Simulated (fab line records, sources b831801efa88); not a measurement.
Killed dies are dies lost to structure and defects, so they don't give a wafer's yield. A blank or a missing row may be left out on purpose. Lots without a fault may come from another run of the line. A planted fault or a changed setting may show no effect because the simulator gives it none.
fab line records | flow gf180mcu
record lots=15 wafers=45 last_day=33
route steps=602 shown VT_IMPLANT@107 V1@358 V2@397
lots that met no fault: from a run of the same line without faults
start_h: hours from the record's first day to the start of the lot's first wafer shown | wait_h: hours since the lot's step before | " the same as in the row above | L1.1+2: a row that stands for several wafers | - no value, or no start given | * or withheld: withheld | < > ~ a bound
route shown NAME@n: a module of which the file shows steps, and the number in the route of the first | usual: mean/standard deviation of fault-free wafers | same: alike in all rows | chamber/n: place in a boat | sites: the reading at each site | _std_site: their standard deviation | _edge_site: outer sites' mean less inner sites' | radius_mm: how far each site lies from the wafer's centre | mask NAME#n: copy n | behind: the tool/chamber that last shaped the wafer | hold: why the lot was held/for how many hours/how that ended | device: the transistor (n, p or np) that didn't switch | end of line: the same wafers' tests at the end of the route | a step without rows: its recipe alone | killed: dies lost to structure and defects at the first sort, not the wafer's yield | map: a wafer's dies, x killed, . not, _ none there
set.NAME: the setting as run; set.NAME@STEP: as run at that earlier step | model.NAME: the simulator's own value behind a step, which no gauge read
steps of the route over a sample of lots; a table a step, a row a wafer
services: from which hour (start_h, from the record's first day; less than 0 if before it) a tool's chamber was out of use, for how many hours, and why
## steps
# step GF_VT_IMPLANT_DEVELOP_17
# recipe develop_time_s=60 dev_temp_c=23
# usual chill_plate_temp_C=23.00/0.11 develop_time_s=60/0 resist_line_temp_C=22.98/0.11
# columns lot.wafer tool chamber start_h wait_h chill_plate_temp_C develop_time_s resist_line_temp_C
L704.1 litho_track-02 0 128.28 0.1 23.04 60 23.07
L704.4 " 0 " " 23.02 60 22.95
L704.5 " 0 " " 22.99 60 22.95
L705.1 litho_track-04 0 132.25 0.1 23.05 60 22.97
L705.5 " 0 " " 23.02 60 23.00
L705.6 " 0 " " 23.05 60 22.91
L706.3 litho_track-02 0 136.88 0.1 23.04 60 22.84
L706.4 " 0 " " 23.10 60 22.92
L706.6 " 0 " " 23.12 60 22.99
L707.1 litho_track-02 0 144.13 0.1 22.85 60 22.86
L707.5 " 0 " " 22.85 60 22.94
L707.6 " 0 " " 22.95 60 22.97
L708.2 litho_track-01 0 149.90 0.1 23.07 60 22.98
L708.4 " 0 " " 23.11 60 22.96
L708.5 " 0 " " 23.10 60 23.02
L710.3 litho_track-01 0 165.38 0.1 23.07 60 23.00
L710.4 " 0 " " 22.96 60 22.80
L710.5 " 0 " " 22.93 60 22.81
L712.2 litho_track-02 0 176.41 0.1 22.99 60 22.91
L712.4 " 0 " " 22.92 60 22.75
L712.5 " 0 " " 23.15 60 22.84
L713.2 litho_track-01 - 182.60 0.1 - - -
L713.3 " - " " - - -
L713.4 " - " " - - -
L714.1 litho_track-01 - 188.13 0.1 - - -
L714.3 " - " " - - -
L714.6 " - " " - - -
L715.2 litho_track-02 - 197.66 0.1 - - -
L715.4 " - " " - - -
L715.6 " - " " - - -
L716.3 litho_track-02 0 203.78 0.1 22.94 60 23.08
L716.5 " 0 " " 22.93 60 23.08
L716.6 " 0 " " 23.08 60 22.95
L718.3 litho_track-02 0 215.78 0.1 23.08 60 23.06
L718.4 " 0 " " 23.02 60 23.13
L718.6 " 0 " " 23.08 60 23.02
L719.1 litho_track-04 0 224.15 0.1 23.00 60 23.03
L719.3 " 0 " " 22.88 60 22.99
L719.5 " 0 " " 22.87 60 23.15
L721.3 litho_track-01 0 234.68 0.1 22.89 60 23.04
L721.4 " 0 " " 22.90 60 22.96
L721.5 " 0 " " 22.83 60 22.96
L725.2 litho_track-01 0 256.00 0.1 23.15 60 23.12
L725.3 " 0 " " 23.29 60 23.12
L725.6 " 0 " " 23.26 60 23.03
# step GF_V1_CVD_23
# recipe material=W target_thk_nm=350 time_s=105.05 temp_c=400 pressure_torr=40
# usual chamber_pressure_Torr=40.01/0.089 heater_power_w=866/100
# columns lot.wafer tool chamber start_h wait_h chamber_pressure_Torr heater_power_w
L704.1 cvd_w-01 0 419.60 0.0 40.16 764
L704.4 " 1 " " 39.97 996
L704.5 " 0 " " 40.00 765
L706.3 cvd_w-01 1 426.83 0.1 39.88 980
L706.4 " 0 " " 40.08 778
L706.6 " 0 " " 40.09 767
L705.1 cvd_w-02 1 429.22 0.0 39.94 841
L705.5 " 1 " " 39.88 798
L705.6 " 0 " " 40.08 859
L707.1 cvd_w-01 0 448.11 0.0 39.96 774
L707.5 " 1 " " 40.14 1011
L707.6 " 0 " " 39.98 774
L708.2 cvd_w-01 1 461.16 0.0 40.09 1011
L708.4 " 0 " " 40.14 752
L708.5 " 0 " " 40.07 741
L710.3 cvd_w-01 1 482.53 0.1 39.93 996
L710.4 " 0 " " 39.81 780
L710.5 " 0 " " 39.91 764
L712.2 cvd_w-01 0 493.13 0.0 40.02 767
L712.4 " 0 " " 40.04 778
L712.5 " 1 " " 39.99 998
L716.3 cvd_w-01 1 522.55 0.1 39.94 1014
L716.5 " 0 " " 40.04 759
L716.6 " 1 " " 40.21 1027
L718.3 cvd_w-02 0 534.66 0.1 40.08 847
L718.4 " 1 " " 39.88 793
L718.6 " 0 " " 39.93 879
L719.1 cvd_w-01 1 547.26 0.0 39.99 999
L719.3 " 0 " " 40.13 768
L719.5 " 1 " " 39.83 1014
L721.3 cvd_w-02 1 565.20 0.1 40.09 796
L721.4 " 0 " " 40.10 863
L721.5 " 0 " " 40.00 860
L725.2 cvd_w-01 1 585.52 0.0 40.04 1026
L725.3 " 0 " " 40.02 770
L725.6 " 0 " " 40.03 759
# step GF_V2_OVL_MEAS_15
# usual V2_OVL=-2/5.8
# columns lot.wafer tool chamber start_h wait_h V2_OVL[nm]
L704.1 overlay-02 - 470.92 0.1 -2
L704.4 " - " " 5
L704.5 " - " " 6
L706.3 overlay-02 - 478.08 0.1 -6
L706.4 " - " " -2
L706.6 " - " " -7
L705.1 overlay-01 - 479.22 0.1 -9
L705.5 " - " " -12
L705.6 " - " " -11
L707.1 overlay-01 - 499.71 0.1 4
L707.5 " - " " 2
L707.6 " - " " 0
L708.2 overlay-02 - 510.92 0.1 2
L708.4 " - " " 0
L708.5 " - " " 1
L710.3 overlay-01 - 532.21 0.1 -3
L710.4 " - " " -5
L710.5 " - " " -3
L712.2 overlay-02 - 541.77 0.1 -4
L712.4 " - " " 0
L712.5 " - " " -6
L716.3 overlay-02 - 570.58 0.1 -2
L716.5 " - " " -11
L716.6 " - " " -8
L718.3 overlay-01 - 580.92 0.1 7
L718.4 " - " " 10
L718.6 " - " " 8
L719.1 overlay-02 - 591.81 0.1 -2
L719.3 " - " " -7
L719.5 " - " " 4
L721.3 overlay-02 - 610.74 0.1 0
L721.4 " - " " 0
L721.5 " - " " -5
L725.2 overlay-01 - 629.55 0.1 -1
L725.3 " - " " -6
L725.6 " - " " -5
## services
# columns tool chamber start_h hours kind
cvd_w-02 - 107.45 2.3 repair
cvd_w-01 - 116.70 14.6 pm
cvd_w-01 1 141.68 4.7 repair
cvd_w-01 - 179.09 6.0 pm
cvd_w-02 - 185.16 2.8 pm
cvd_w-01 - 232.92 15.3 repair
cvd_w-02 - 248.27 14.6 pm
litho_track-02 - 277.46 - consumable_replace:filter
litho_track-02 - 340.12 - consumable_replace:filter
cvd_w-01 1 359.03 6.7 repair
cvd_w-01 0 387.80 3.3 repair
cvd_w-02 - 390.00 14.0 pm
cvd_w-02 0 390.00 14.0 vent_cycle
cvd_w-02 1 390.00 14.0 vent_cycle
cvd_w-02 0 404.00 - clean
cvd_w-02 1 404.00 - clean
cvd_w-02 - 447.49 29.3 repair
cvd_w-02 1 455.52 6.8 repair
cvd_w-01 1 566.29 2.7 repair
## key
first_sign step=GF_VT_IMPLANT_DEVELOP_17 reading=tool_record direction=missing
effect none on later readings
met_at GF_VT_IMPLANT_DEVELOP_17
struck_lots L713,L714,L715
later_rows_left_out L713.2,L713.3,L713.4,L714.1,L714.3,L714.6,L715.2,L715.4,L715.6
sort_left_out L713.2,L713.3,L713.4,L714.1,L714.3,L714.6,L715.2,L715.4,L715.6
tester_left_out L713,L714,L715
not_acting_at GF_V1_CVD_23,GF_V2_OVL_MEAS_15
onset_between 176.41 182.60
fault kind=skipped_step_whole tool=litho_track-01,litho_track-02 chamber=- onset_h=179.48 steps=GF_VT_IMPLANT_DEVELOP_17 scope=struck_lots_only
# tester_left_out: of these lots the tester's yield and bins aren't shown, on N5 and GAA mostly nor the transistor test; their killed dies are dies lost to structure and defects alone, not to doping, threshold or leakage, so they don't give the yield
# sort_left_out: the simulated sort isn't trusted on such a fault, so these wafers' sort isn't shown, and their yield isn't known
# later_rows_left_out: the simulator's readings of these wafers behind a module that went badly wrong aren't trusted and aren't shown, but for the sort
